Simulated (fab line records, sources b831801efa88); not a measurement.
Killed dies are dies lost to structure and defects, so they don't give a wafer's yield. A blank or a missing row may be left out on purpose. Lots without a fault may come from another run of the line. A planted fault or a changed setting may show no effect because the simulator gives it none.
fab line records | flow gf180mcu | part 1 of 2: steps 1 to 26 of 36
record lots=5 wafers=15 last_day=33
route steps=602 shown VT_IMPLANT@134 MVSD@136 NWELL@137 LVPWELL@138 MVPSD@139 DUAL_GATE@141 POLY_GATE@157
lots that met no fault: from a run of the same line without faults
start_h: hours from the record's first day to the start of the lot's first wafer shown | wait_h: hours since the lot's step before | " the same as in the row above | L1.1+2: a row that stands for several wafers | - no value, or no start given | * or withheld: withheld | < > ~ a bound
route shown NAME@n: a module of which the file shows steps, and the number in the route of the first | usual: mean/standard deviation of fault-free wafers | same: alike in all rows | chamber/n: place in a boat | sites: the reading at each site | _std_site: their standard deviation | _edge_site: outer sites' mean less inner sites' | radius_mm: how far each site lies from the wafer's centre | mask NAME#n: copy n | behind: the tool/chamber that last shaped the wafer | hold: why the lot was held/for how many hours/how that ended | device: the transistor (n, p or np) that didn't switch | end of line: the same wafers' tests at the end of the route | a step without rows: its recipe alone | killed: dies lost to structure and defects at the first sort, not the wafer's yield | map: a wafer's dies, x killed, . not, _ none there
set.NAME: the setting as run; set.NAME@STEP: as run at that earlier step | model.NAME: the simulator's own value behind a step, which no gauge read
lots at some steps of the route; a table a step, a row a wafer
services: from which hour (start_h, from the record's first day; less than 0 if before it) a tool's chamber was out of use, for how many hours, and why
## steps
# step GF_VT_IMPLANT_CLEAN_44
# recipe chemistry=SC1/SC2 mix=1:4:20 temp_c=70 time_s=150 dry=n2_spin
# usual bath_guard_temp_C=70.1/0.59 temp_c=69.98/0.12
# columns lot.wafer tool chamber start_h wait_h bath_guard_temp_C temp_c
L076.2 wet_bench-02 1 168.84 0.0 71.0 69.94
L076.4 " 1 " " 70.9 69.84
L076.5 " 1 " " 71.0 69.78
L080.1 wet_bench-04 2 199.90 0.1 70.8 69.83
L080.2 " 2 " " 70.8 69.84
L080.6 " 2 " " 70.5 70.02
L086.1 wet_bench-02 0 243.70 0.1 70.6 69.80
L086.3 " 0 " " 70.4 69.67
L086.6 " 0 " " 70.4 69.83
L089.1 wet_bench-02 0 260.13 0.1 70.4 70.17
L089.5 " 0 " " 70.3 70.07
L089.6 " 0 " " 70.1 70.01
L090.1 wet_bench-03 0 266.65 0.1 69.7 70.06
L090.2 " 0 " " 69.7 69.95
L090.4 " 0 " " 69.5 69.92
# step GF_VT_IMPLANT_RTA_45
# recipe temp_c=1050 time_s=30 ambient=N2
# usual lamp_power_pct=38.01/0.057 wafer_temp_C_max=1054.8/2
# columns lot.wafer tool chamber start_h wait_h lamp_power_pct wafer_temp_C_max
L076.2 rtp_anneal-02 0 168.91 0.0 38.04 1052.9
L076.4 " 0 " " 38.08 1053.4
L076.5 " 0 " " 38.10 1053.1
L080.1 rtp_anneal-02 0 199.95 0.0 38.08 1053.2
L080.2 " 0 " " 38.08 1052.9
L080.6 " 0 " " 38.14 1053.3
L086.1 rtp_anneal-01 0 243.75 0.0 38.01 1058.9
L086.3 " 0 " " 37.99 1057.3
L086.6 " 0 " " 38.03 1057.4
L089.1 rtp_anneal-02 0 260.19 0.0 38.08 1052.7
L089.5 " 0 " " 38.01 1052.6
L089.6 " 0 " " 38.11 1051.7
L090.1 rtp_anneal-01 0 266.70 0.0 37.92 1055.4
L090.2 " 0 " " 37.96 1057.8
L090.4 " 0 " " 37.94 1057.3
# step GF_VT_IMPLANT_RS_MEAS_46
# recipe thk_meas_gauge=four-point-probe
# usual MVSD_RS=456.0/1.2
# columns lot.wafer tool chamber start_h wait_h MVSD_RS[ohm/sq]
L076.2 film_metro-01 - 169.01 0.1 458.2
L076.4 " - " " 456.3
L076.5 " - " " 457.6
L080.1 film_metro-02 - 200.05 0.1 456.5
L080.2 " - " " 457.6
L080.6 " - " " 456.7
L086.1 film_metro-04 - 243.85 0.1 457.0
L086.3 " - " " 456.0
L086.6 " - " " 456.1
L089.1 film_metro-01 - 260.29 0.1 457.6
L089.5 " - " " 458.1
L089.6 " - " " 458.3
L090.1 film_metro-04 - 266.80 0.1 453.9
L090.2 " - " " 454.3
L090.4 " - " " 454.8
# step GF_VT_IMPLANT_RS_MEAS_47
# recipe thk_meas_gauge=four-point-probe
# usual NWELL_RS=487.4/1.3
# columns lot.wafer tool chamber start_h wait_h NWELL_RS[ohm/sq]
L076.2 film_metro-01 - 169.13 0.1 486.6
L076.4 " - " " 487.0
L076.5 " - " " 486.5
L080.1 film_metro-02 - 200.17 0.1 487.8
L080.2 " - " " 489.4
L080.6 " - " " 488.1
L086.1 film_metro-04 - 243.97 0.1 487.8
L086.3 " - " " 486.7
L086.6 " - " " 487.1
L089.1 film_metro-01 - 260.41 0.1 486.1
L089.5 " - " " 487.2
L089.6 " - " " 487.6
L090.1 film_metro-04 - 266.92 0.1 488.0
L090.2 " - " " 487.2
L090.4 " - " " 487.5
# step GF_VT_IMPLANT_RS_MEAS_48
# recipe thk_meas_gauge=four-point-probe
# usual LVPWELL_RS=1192/3
# columns lot.wafer tool chamber start_h wait_h LVPWELL_RS[ohm/sq]
L076.2 film_metro-01 - 169.25 0.1 1192
L076.4 " - " " 1194
L076.5 " - " " 1196
L080.1 film_metro-02 - 200.29 0.1 1191
L080.2 " - " " 1196
L080.6 " - " " 1191
L086.1 film_metro-04 - 244.09 0.1 1193
L086.3 " - " " 1189
L086.6 " - " " 1190
L089.1 film_metro-01 - 260.53 0.1 1191
L089.5 " - " " 1196
L089.6 " - " " 1196
L090.1 film_metro-04 - 267.04 0.1 1187
L090.2 " - " " 1186
L090.4 " - " " 1184
# step GF_VT_IMPLANT_RS_MEAS_49
# recipe thk_meas_gauge=four-point-probe
# usual MVPSD_RS=1167/3
# columns lot.wafer tool chamber start_h wait_h MVPSD_RS[ohm/sq]
L076.2 film_metro-01 - 169.37 0.1 1167
L076.4 " - " " 1167
L076.5 " - " " 1173
L080.1 film_metro-02 - 200.41 0.1 1172
L080.2 " - " " 1168
L080.6 " - " " 1171
L086.1 film_metro-04 - 244.21 0.1 1171
L086.3 " - " " 1167
L086.6 " - " " 1168
L089.1 film_metro-01 - 260.65 0.1 1164
L089.5 " - " " 1169
L089.6 " - " " 1166
L090.1 film_metro-04 - 267.16 0.1 1171
L090.2 " - " " 1170
L090.4 " - " " 1174
# step GF_VT_IMPLANT_WET_ETCH_50
# recipe chemistry=dHF target_depth_nm=20 target=SiO2 temp_c=25 dilution=100:1 time_s=394
# usual temp_c=24.99/0.1
# columns lot.wafer tool chamber start_h wait_h temp_c
L076.2 wet_bench-02 3 169.47 0.1 25.04
L076.4 " 3 " " 25.11
L076.5 " 3 " " 25.10
L080.1 wet_bench-03 1 200.53 0.1 25.07
L080.2 " 1 " " 25.03
L080.6 " 1 " " 25.01
L086.1 wet_bench-03 3 244.37 0.1 24.95
L086.3 " 3 " " 25.24
L086.6 " 3 " " 24.82
L089.1 wet_bench-03 3 260.77 0.1 25.21
L089.5 " 3 " " 25.12
L089.6 " 3 " " 25.15
L090.1 wet_bench-03 1 267.28 0.1 24.91
L090.2 " 1 " " 24.90
L090.4 " 1 " " 24.70
# step GF_DUAL_GATE_CLEAN_00
# recipe chemistry=SC1/SC2 mix=1:4:20 temp_c=70 time_s=150
# usual bath_guard_temp_C=70.1/0.62 temp_c=70.02/0.13
# columns lot.wafer tool chamber start_h wait_h bath_guard_temp_C temp_c
L076.2 wet_bench-03 2 169.59 0.0 70.3 69.98
L076.4 " 2 " " 69.6 70.05
L076.5 " 2 " " 70.0 70.13
L080.1 wet_bench-04 1 200.65 0.0 70.2 69.95
L080.2 " 1 " " 69.9 70.02
L080.6 " 1 " " 70.1 70.10
L086.1 wet_bench-02 3 244.53 0.0 69.7 69.96
L086.3 " 3 " " 69.5 70.02
L086.6 " 3 " " 69.8 69.85
L089.1 wet_bench-04 2 260.90 0.0 71.0 69.93
L089.5 " 2 " " 71.3 70.09
L089.6 " 2 " " 70.8 69.99
L090.1 wet_bench-02 0 267.41 0.0 70.2 69.89
L090.2 " 0 " " 70.1 70.01
L090.4 " 0 " " 70.4 69.88
# step GF_DUAL_GATE_CLEAN_01
# recipe chemistry=dHF time_s=20 dilution=100:1 dry=ipa_marangoni
# columns lot.wafer tool chamber start_h wait_h
L076.2+4+5 wet_bench-02 1 169.64 0.0
L080.1+2+6 wet_bench-03 0 200.71 0.0
L086.1+3+6 wet_bench-03 0 244.58 0.0
L089.1+5+6 wet_bench-03 0 260.95 0.0
L090.1+2+4 wet_bench-03 3 267.46 0.0
# step GF_DUAL_GATE_OXIDATION_02
# recipe temp_c=900 ambient=O2 stabilise_s=600 purge_s=300 target_thk_a=108.87 ox_time_s=1602
# same purge_s=300
# columns lot.wafer tool chamber start_h wait_h
L076.2+4+5 furnace-01 0 169.65 0.0
L080.1+2+6 furnace-01 0 200.97 0.2
L086.1+3+6 furnace-02 0 244.60 0.0
L089.1+5+6 furnace-02 0 261.51 0.5
L090.1+2+4 furnace-01 0 267.60 0.1
# step GF_DUAL_GATE_THK_MEAS_03
# recipe reads=SiO2_of_DUAL_GATE_OXIDATION_02
# usual DUAL_GATE_OXIDATION_00_THK=10.92/0.18
# columns lot.wafer tool chamber start_h wait_h DUAL_GATE_OXIDATION_00_THK[nm]
L076.2 film_metro-01 - 171.11 0.0 10.64
L076.4 " - " " 10.68
L076.5 " - " " 10.84
L080.1 film_metro-01 - 202.41 0.0 11.04
L080.2 " - " " 10.91
L080.6 " - " " 11.00
L086.1 film_metro-01 - 246.04 0.0 11.04
L086.3 " - " " 11.01
L086.6 " - " " 10.94
L089.1 film_metro-01 - 262.96 0.0 11.22
L089.5 " - " " 11.04
L089.6 " - " " 11.25
L090.1 film_metro-01 - 269.04 0.0 11.12
L090.2 " - " " 11.00
L090.4 " - " " 11.01
# step GF_DUAL_GATE_DEHYDRATE_04
# recipe temp_c=200 time_s=60
# usual exhaust_pa=45.0/0.88
# columns lot.wafer tool chamber start_h wait_h exhaust_pa
L076.2 litho_track-03 0 178.95 7.8 43.7
L076.4 " 0 " " 43.6
L076.5 " 0 " " 42.8
L080.1 litho_track-03 0 210.37 8.0 44.2
L080.2 " 0 " " 45.5
L080.6 " 0 " " 46.7
L086.1 litho_track-04 0 254.40 8.3 45.7
L086.3 " 0 " " 44.1
L086.6 " 0 " " 45.3
L089.1 litho_track-04 0 271.85 8.9 45.2
L089.5 " 0 " " 46.8
L089.6 " 0 " " 45.7
L090.1 litho_track-03 0 278.22 9.2 44.6
L090.2 " 0 " " 44.9
L090.4 " 0 " " 45.7
# step GF_DUAL_GATE_HMDS_05
# recipe prime_time_s=60 prime_temp_c=120
# usual exhaust_pa=44.9/0.87
# same prime_time_s=60
# columns lot.wafer tool chamber start_h wait_h exhaust_pa
L076.2 litho_track-03 0 179.10 0.1 45.4
L076.4 " 0 " " 44.9
L076.5 " 0 " " 45.2
L080.1 litho_track-03 0 210.52 0.1 44.1
L080.2 " 0 " " 43.8
L080.6 " 0 " " 43.6
L086.1 litho_track-04 0 254.55 0.1 44.3
L086.3 " 0 " " 45.2
L086.6 " 0 " " 43.8
L089.1 litho_track-04 0 272.00 0.1 43.8
L089.5 " 0 " " 44.3
L089.6 " 0 " " 44.4
L090.1 litho_track-03 0 278.37 0.1 43.6
L090.2 " 0 " " 42.9
L090.4 " 0 " " 43.7
# step GF_DUAL_GATE_COAT_06
# recipe resist=NOVOLAK spin_rpm=3000 resist_thk_nm=1000
# usual exhaust_pa=45.2/0.81
# columns lot.wafer tool chamber start_h wait_h exhaust_pa
L076.2 litho_track-03 0 179.25 0.1 44.3
L076.4 " 0 " " 44.3
L076.5 " 0 " " 44.7
L080.1 litho_track-03 0 210.67 0.1 45.3
L080.2 " 0 " " 44.4
L080.6 " 0 " " 45.9
L086.1 litho_track-04 0 254.70 0.1 45.8
L086.3 " 0 " " 45.2
L086.6 " 0 " " 46.5
L089.1 litho_track-04 0 272.15 0.1 44.4
L089.5 " 0 " " 44.6
L089.6 " 0 " " 46.1
L090.1 litho_track-03 0 278.52 0.1 45.1
L090.2 " 0 " " 44.7
L090.4 " 0 " " 44.7
# step GF_DUAL_GATE_SOFTBAKE_07
# recipe temp_c=90 time_s=60 resist=NOVOLAK
# usual exhaust_pa=45.0/0.8
# columns lot.wafer tool chamber start_h wait_h exhaust_pa
L076.2 litho_track-03 0 179.40 0.1 46.1
L076.4 " 0 " " 45.3
L076.5 " 0 " " 44.3
L080.1 litho_track-03 0 210.82 0.1 47.6
L080.2 " 0 " " 45.4
L080.6 " 0 " " 45.2
L086.1 litho_track-04 0 254.85 0.1 46.0
L086.3 " 0 " " 45.0
L086.6 " 0 " " 46.5
L089.1 litho_track-04 0 272.30 0.1 44.1
L089.5 " 0 " " 45.5
L089.6 " 0 " " 44.1
L090.1 litho_track-03 0 278.67 0.1 45.6
L090.2 " 0 " " 46.1
L090.4 " 0 " " 45.8
# step GF_DUAL_GATE_EXPOSE_08
# recipe mask_id=Dualgate target_cd_nm=700 na=0.6 source_shape=conventional sigma_outer=0.6 dose_mj=140
# usual exposure_dose_mJ_cm2=139.99/0.15
# columns lot.wafer tool chamber start_h wait_h mask exposure_dose_mJ_cm2
L076.2 iline_stepper-01 0 - - Dualgate#0 139.95
L076.4 " 0 " " Dualgate#0 140.26
L076.5 " 0 " " Dualgate#0 139.92
L080.1 iline_stepper-02 0 - - Dualgate#0 140.14
L080.2 " 0 " " Dualgate#0 139.96
L080.6 " 0 " " Dualgate#0 140.18
L086.1 iline_stepper-02 0 - - Dualgate#0 140.16
L086.3 " 0 " " Dualgate#0 139.96
L086.6 " 0 " " Dualgate#0 140.18
L089.1 iline_stepper-02 0 - - Dualgate#0 140.16
L089.5 " 0 " " Dualgate#0 140.13
L089.6 " 0 " " Dualgate#0 140.02
L090.1 iline_stepper-01 0 - - Dualgate#0 139.95
L090.2 " 0 " " Dualgate#0 139.99
L090.4 " 0 " " Dualgate#0 139.79
# step GF_DUAL_GATE_PEB_09
# recipe temp_c=withheld time_s=* resist=NOVOLAK
# usual exhaust_pa=45.0/0.93
# columns lot.wafer tool chamber start_h wait_h exhaust_pa
L076.2 litho_track-03 0 - - 44.8
L076.4 " 0 " " 44.7
L076.5 " 0 " " 44.6
L080.1 litho_track-03 0 - - 45.3
L080.2 " 0 " " 45.3
L080.6 " 0 " " 45.5
L086.1 litho_track-03 0 - - 44.8
L086.3 " 0 " " 43.8
L086.6 " 0 " " 43.9
L089.1 litho_track-04 0 - - 44.6
L089.5 " 0 " " 46.3
L089.6 " 0 " " 44.8
L090.1 litho_track-03 0 - - 47.4
L090.2 " 0 " " 43.8
L090.4 " 0 " " 44.6
# step GF_DUAL_GATE_DEVELOP_10
# recipe develop_time_s=60 dev_temp_c=23
# usual exhaust_pa=44.9/0.9
# columns lot.wafer tool chamber start_h wait_h exhaust_pa
L076.2 litho_track-03 0 187.50 0.1 46.7
L076.4 " 0 " " 46.3
L076.5 " 0 " " 45.7
L080.1 litho_track-03 0 220.52 0.1 45.4
L080.2 " 0 " " 45.2
L080.6 " 0 " " 44.0
L086.1 litho_track-03 0 264.22 0.1 45.1
L086.3 " 0 " " 46.0
L086.6 " 0 " " 45.7
L089.1 litho_track-04 0 282.20 0.1 44.9
L089.5 " 0 " " 44.6
L089.6 " 0 " " 44.5
L090.1 litho_track-03 0 288.52 0.1 45.5
L090.2 " 0 " " 45.9
L090.4 " 0 " " 45.2
# step GF_DUAL_GATE_OVL_MEAS_11
# usual DUAL_GATE_OVL=-0.3/1.4
# columns lot.wafer tool chamber start_h wait_h DUAL_GATE_OVL[nm]
L076.2 overlay-02 - 187.63 0.1 -0.4
L076.4 " - " " 0.0
L076.5 " - " " -1.3
L080.1 overlay-02 - 220.67 0.1 -3.1
L080.2 " - " " -3.7
L080.6 " - " " -2.0
L086.1 overlay-02 - 264.37 0.1 -0.6
L086.3 " - " " -1.4
L086.6 " - " " -2.2
L089.1 overlay-02 - 282.35 0.1 -1.3
L089.5 " - " " -2.2
L089.6 " - " " -2.1
L090.1 overlay-02 - 288.67 0.1 1.6
L090.2 " - " " 0.2
L090.4 " - " " -0.1
# step GF_DUAL_GATE_WET_ETCH_12
# recipe chemistry=dHF target_depth_nm=13 dry=n2_spin target=SiO2 temp_c=25 dilution=100:1 time_s=260
# usual temp_c=25.02/0.12
# columns lot.wafer tool chamber start_h wait_h temp_c
L076.2 wet_bench-03 2 187.66 0.0 24.99
L076.4 " 2 " " 24.98
L076.5 " 2 " " 24.78
L080.1 wet_bench-03 3 220.71 0.0 24.82
L080.2 " 3 " " 24.79
L080.6 " 3 " " 24.87
L086.1 wet_bench-02 0 264.41 0.0 25.00
L086.3 " 0 " " 25.18
L086.6 " 0 " " 25.13
L089.1 wet_bench-03 3 282.39 0.0 25.14
L089.5 " 3 " " 25.02
L089.6 " 3 " " 25.08
L090.1 wet_bench-02 2 288.71 0.0 24.92
L090.2 " 2 " " 24.88
L090.4 " 2 " " 25.00
# step GF_DUAL_GATE_STRIP_13
# recipe chemistry=O2/N2 power_w=1400 pressure_mtorr=1500 platen_temp_c=250 o2_flow_sccm=3000 n2_flow_sccm=300 overash_fraction=0.5
# usual drypump_motor_current_A=5.8/0.4 heater_power_w=299/24 oes_product_au=0.716/0.0042 strip_time_to_endpoint_s=12.63/0.036
# columns lot.wafer tool chamber start_h wait_h drypump_motor_current_A heater_power_w oes_product_au rf_hours_counter_h strip_time_to_endpoint_s
L076.2 plasma_asher-04 1 187.84 0.1 5.0 330 0.716 55 12.64
L076.4 " 1 " " 5.0 339 0.719 - 12.65
L076.5 " 0 " " 6.3 302 0.725 - 12.66
L080.1 plasma_asher-02 1 220.79 0.0 5.6 304 0.723 10 12.68
L080.2 " 0 " " 6.0 274 0.710 10 12.63
L080.6 " 1 " " 5.6 306 0.721 - 12.63
L086.1 plasma_asher-03 1 264.49 0.0 6.1 324 0.716 60 12.60
L086.3 " 1 " " 6.1 322 0.708 - 12.63
L086.6 " 1 " " 6.1 322 0.708 - 12.63
L089.1 plasma_asher-02 1 282.47 0.0 5.6 305 0.709 16 12.59
L089.5 " 1 " " 5.6 303 0.717 - 12.57
L089.6 " 0 " " 6.0 266 0.714 - 12.58
L090.1 plasma_asher-02 0 288.79 0.0 6.0 270 0.713 17 12.69
L090.2 " 1 " " 5.6 301 0.719 17 12.67
L090.4 " 1 " " 5.6 301 0.717 - 12.66
# step GF_DUAL_GATE_CLEAN_14
# recipe chemistry=SC1/SC2 mix=1:4:20 temp_c=70 time_s=150 dry=n2_spin
# usual bath_guard_temp_C=70.1/0.66 temp_c=70.03/0.1
# columns lot.wafer tool chamber start_h wait_h bath_guard_temp_C temp_c
L076.2 wet_bench-02 0 187.94 0.1 70.5 69.83
L076.4 " 0 " " 70.5 69.92
L076.5 " 0 " " 70.5 69.96
L080.1 wet_bench-02 2 220.89 0.1 71.0 70.00
L080.2 " 2 " " 70.7 70.04
L080.6 " 2 " " 70.9 69.99
L086.1 wet_bench-03 3 264.59 0.1 69.7 70.09
L086.3 " 3 " " 69.8 70.19
L086.6 " 3 " " 69.7 70.16
L089.1 wet_bench-02 1 282.57 0.1 70.6 70.00
L089.5 " 1 " " 70.6 70.08
L089.6 " 1 " " 71.0 70.10
L090.1 wet_bench-02 2 288.89 0.1 70.8 70.13
L090.2 " 2 " " 70.9 69.98
L090.4 " 2 " " 70.9 69.98
# step GF_DUAL_GATE_OXIDATION_15
# recipe temp_c=850 ambient=O2 stabilise_s=600 purge_s=300 target_thk_a=70.98 ox_time_s=1995
# same purge_s=300
# columns lot.wafer tool chamber start_h wait_h
L076.2+4+5 furnace-02 0 188.88 0.9
L080.1+2+6 furnace-01 0 223.80 2.9
L086.1+3+6 furnace-01 0 264.65 0.0
L089.1+5+6 furnace-01 0 283.49 0.9
L090.1+2+4 furnace-02 0 288.95 0.0
# step GF_POLY_GATE_CVD_00
# recipe material=poly-Si target_thk_nm=200 temp_c=620 time_s=1200 pressure_mtorr=200
# columns lot.wafer tool chamber start_h wait_h
L076.2+4+5 lpcvd-02 0 190.43 0.0
L080.1+2+6 lpcvd-02 1 225.36 0.0
L086.1+3+6 lpcvd-02 0 266.20 0.0
L089.1+5+6 lpcvd-02 1 286.35 1.3
L090.1+2+4 lpcvd-01 1 290.50 0.0
# step GF_POLY_GATE_THK_MEAS_01
# recipe reads=poly-Si_of_POLY_GATE_CVD_00
# usual POLY_GATE_CVD_00_THK=199.7/1.9
# columns lot.wafer tool chamber start_h wait_h POLY_GATE_CVD_00_THK[nm]
L076.2 film_metro-02 - 191.78 0.0 201.2
L076.4 " - " " 202.5
L076.5 " - " " 199.7
L080.1 film_metro-03 - 227.36 0.0 200.8
L080.2 " - " " 202.0
L080.6 " - " " 201.5
L086.1 film_metro-03 - 267.54 0.0 198.8
L086.3 " - " " 198.7
L086.6 " - " " 199.1
L089.1 film_metro-02 - 287.68 0.0 201.1
L089.5 " - " " 200.1
L089.6 " - " " 200.2
L090.1 film_metro-03 - 291.84 0.0 199.5
L090.2 " - " " 199.9
L090.4 " - " " 200.8
# step GF_POLY_GATE_DEHYDRATE_02
# recipe temp_c=200 time_s=60
# usual exhaust_pa=45.1/0.97
# columns lot.wafer tool chamber start_h wait_h exhaust_pa
L076.2 litho_track-02 0 199.61 7.8 46.2
L076.4 " 0 " " 45.9
L076.5 " 0 " " 46.8
L080.1 litho_track-01 0 235.45 8.1 44.8
L080.2 " 0 " " 44.1
L080.6 " 0 " " 46.1
L086.1 litho_track-01 0 276.55 9.0 45.4
L086.3 " 0 " " 45.1
L086.6 " 0 " " 44.2
L089.1 litho_track-01 0 297.05 9.4 44.9
L089.5 " 0 " " 44.8
L089.6 " 0 " " 44.5
L090.1 litho_track-01 0 301.15 9.3 45.7
L090.2 " 0 " " 46.3
L090.4 " 0 " " 45.7
